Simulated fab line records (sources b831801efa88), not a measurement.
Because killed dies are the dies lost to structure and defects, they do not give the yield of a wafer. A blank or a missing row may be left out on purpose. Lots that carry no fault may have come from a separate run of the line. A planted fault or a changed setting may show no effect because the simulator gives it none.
Chamber matching + flow sky130 + cmp-02 running SKY_FIELD_ISO_CMP_27: 4 sister chambers
The step polishes, stops on Si3N4, t overpolish 16 s, target thk 457.8 nm. 4 wafers are shown with their chamber, then 7 later ones without.

## EACH WAFER AND ITS CHAMBER
| wafer  | chamber | motor current A (A) |
|--------|---------|---------------------|
| L500.1 | 1       | 10.6                |
| L500.6 | 0       | 12.1                |
| L501.4 | 2       | 12.1                |
| L501.5 | 3       | 12.3                |

## WAFERS WHOSE CHAMBER IS MISSING
| wafer  | motor current A (A) |
|--------|---------------------|
| L501.6 | 11.5                |
| L504.2 | 10.7                |
| L504.4 | 12.0                |
| L504.6 | 12.0                |
| L507.1 | 10.5                |
| L507.2 | 12.1                |
| L507.4 | 11.7                |

## EACH ONE'S CHAMBER
| wafer  | from the rows above               | in truth |
|--------|-----------------------------------|----------|
| L501.6 | can't be placed: 0 or 2 or 3 or 1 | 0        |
| L504.2 | 1                                 | 1        |
| L504.4 | can't be placed: 0 or 2 or 3      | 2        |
| L504.6 | can't be placed: 0 or 2 or 3      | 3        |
| L507.1 | 1                                 | 1        |
| L507.2 | can't be placed: 0 or 2 or 3      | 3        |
| L507.4 | can't be placed: 0 or 2 or 3      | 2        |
Correct placement for 2 of the 7. Can't be placed from these rows: 5 (the true chamber is among the candidates in 5). Placed wrongly: 0.
How it was worked out, from the rows above alone: a wafer's distance from a chamber is the root of the sum, over the readings, of the square of ((its reading less the chamber's mean) divided by the reading's scatter). The wafer belongs to the nearest chamber; if the next one is less than 2 further off, it can't be placed. A chamber's mean is the mean of its shown wafers. The scatter: with one shown wafer a chamber, the root of the mean of the squares of how far each hidden wafer lies from its nearest shown one.
